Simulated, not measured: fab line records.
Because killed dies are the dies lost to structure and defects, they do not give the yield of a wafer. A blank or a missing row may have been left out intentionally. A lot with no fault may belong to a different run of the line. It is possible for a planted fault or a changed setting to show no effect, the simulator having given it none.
A lot that was struck, set against a sound lot    flow sky130    18 out of 708 route steps
Sound: the wafers L532.1, L532.5, L532.6. The struck wafers were L538.1, L538.3, L538.5. The cause comes at the end.
Each step with rows lists, per side, the tool, then ch with its chambers, then its first start. Under that, the readings that differ: sound wafers    struck wafers    difference of the means    sigmas: that difference in standard deviations of wafers without a fault.
alike: readings with means less than 2 such deviations apart, plus words and numbers identical on both sides. not compared: withheld readings, readings lacking a value on some wafer, bounds such as >300 that could conceal the same value, and numbers that have no deviation in the record and whose values overlap.
The two part at a step that has a row with sigmas, a row that says differs or no value, or rows on one side only. When numbers do not overlap yet have no deviation, they are printed without sigmas and do not part them. A reading that every wafer of one side lacks parts them only if that side has two wafers or more.

first, 5 steps without rows for these wafers: SKY_LDD_P_COAT_02 (resist thk 1140 nm); SKY_LDD_P_SOFTBAKE_03 (time 60 s); SKY_LDD_P_EXPOSE_04 (exposes mask PSDM, target cd 380 nm); SKY_LDD_P_PEB_05; SKY_LDD_P_DEVELOP_06 (develop time 60 s).
SKY_LDD_P_CD_MEAS_07 targets a cd of 380 nm.
  sound: cd-sem-01 at day 22 23:58; struck: cd-sem-02 at day 25 13:40
reading     sound              struck             difference  sigmas
cd-nm (nm)  377.1 378.5 377.9  385.9 381.2 384.0  +5.9        +2
SKY_LDD_P_OVL_MEAS_08:
  sound: overlay-01 at day 23 00:05; struck: overlay-01 at day 25 13:47
  alike: LDD_P_OVL
then, 1 step without rows for these wafers: SKY_LDD_P_IMPLANT_09.
SKY_LDD_P_STRIP_10: strips in O2/N2.
  sound on plasma-asher-02 ch 0,1, day 23 00:16; struck on plasma-asher-02 ch 0, day 25 13:58
  alike: drypump-motor-current-A, n2-flow-sccm, oes-product-au, strip-time-to-endpoint-s
  not compared: rf-hours-counter-h
SKY_LDD_P_TW_MEAS_11:
  sound: film-metro-02 at day 23 00:22; struck: film-metro-02 at day 25 14:04
  alike: LDD_P_TW
then, 2 steps without rows for these wafers: SKY_LDD_HVN_DEHYDRATE_00 (time 60 s); SKY_LDD_HVN_HMDS_01 (prime time 60 s).
SKY_LDD_HVN_COAT_02: resist thk 300 nm.
  sound on litho-track-01 ch 0, day 23 15:23; struck on litho-track-04 ch 0, day 26 04:19
reading                                       sound                 struck                difference  sigmas
spin-speed-rpm (rpm)                          3001.2 2999.6 2997.9  2952.2 2951.9 2953.2  -47.1       -20
model.NOVOLAK_of_LDD_HVN_COAT_02.thk-nm (nm)  299.8 299.8 300.5     301.5 300.7 301.3     +1.1        
then, 3 steps without rows for these wafers: SKY_LDD_HVN_SOFTBAKE_03 (time 60 s); SKY_LDD_HVN_EXPOSE_04 (exposes mask HVNTM, target cd 700 nm); SKY_LDD_HVN_PEB_05.
SKY_LDD_HVN_DEVELOP_06: develop time 60 s.
  sound on litho-track-01 ch 0, day 24 06:41; struck on litho-track-02 ch 0, day 26 19:48
reading                                       sound              struck           difference  sigmas
model.NOVOLAK_of_LDD_HVN_COAT_02.thk-nm (nm)  299.4 299.4 300.1  301 300.3 300.9  +1          
SKY_LDD_HVN_OVL_MEAS_07:
  sound: overlay-01 at day 24 06:50; struck: overlay-01 at day 26 19:57
  alike: LDD_HVN_OVL

WHERE THEY PART
First at SKY_LDD_P_CD_MEAS_07; last, within this record, at SKY_LDD_HVN_COAT_02. Later steps at which nothing parts them and some readings are alike: SKY_LDD_HVN_OVL_MEAS_07.

WHY: whatever the simulator had introduced
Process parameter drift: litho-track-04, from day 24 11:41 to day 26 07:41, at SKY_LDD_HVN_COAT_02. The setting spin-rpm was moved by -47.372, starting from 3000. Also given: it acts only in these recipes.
